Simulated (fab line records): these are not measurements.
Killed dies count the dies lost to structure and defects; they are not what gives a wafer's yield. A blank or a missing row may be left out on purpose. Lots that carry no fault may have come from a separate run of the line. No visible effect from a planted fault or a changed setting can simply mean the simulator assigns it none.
Chamber matching    flow gf180mcu    GF_PASSIVATION_CVD_02 on pecvd-02 has 3 sister chambers
The step deposits Si3N4, target thk 700 nm, time 486.18 s. 6 wafers are shown with their chamber, then 7 later ones without.

## WAFERS WITH THEIR CHAMBER
wafer   chamber  heater_power_w (W)  run_length_s (s)
L754.4  1        617                 515.1
L759.1  2        661                 513.8
L759.3  0        833                 515.4
L759.4  2        715                 513.2
L767.2  1        619                 514.9
L767.3  0        823                 514.8

## WAFERS MISSING THEIR CHAMBER
wafer   heater_power_w (W)  run_length_s (s)
L768.2  562                 516.1
L768.6  595                 515.1
L769.4  794                 514.9
L769.6  609                 514.0
L770.1  536                 515.5
L770.2  813                 515.8
L770.4  632                 513.9

## WHICH CHAMBER EACH ONE RAN IN
wafer   from the rows above      in truth
L768.2  1                        1
L768.6  1                        1
L769.4  0                        0
L769.6  can't be placed: 1 or 2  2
L770.1  1                        1
L770.2  0                        0
L770.4  can't be placed: 2 or 1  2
Placed correctly: 5 of 7. Cannot be placed on the basis of these rows: 2; the candidates contain the true chamber in 2. Wrongly placed: 0.
How it was worked out, from the rows above alone: a wafer's distance from a chamber is the root of the sum, over the readings, of the square of ((its reading less the chamber's mean) divided by the reading's scatter). If the next closest chamber is less than 2 further off than the closest, the wafer can't be placed; otherwise it belongs to the closest. For every chamber, the mean is computed from those of its wafers that are shown. The scatter is the square root of a quotient: the sum, over the shown wafers, of each reading's squared deviation from its chamber's mean, divided by wafers minus chambers.
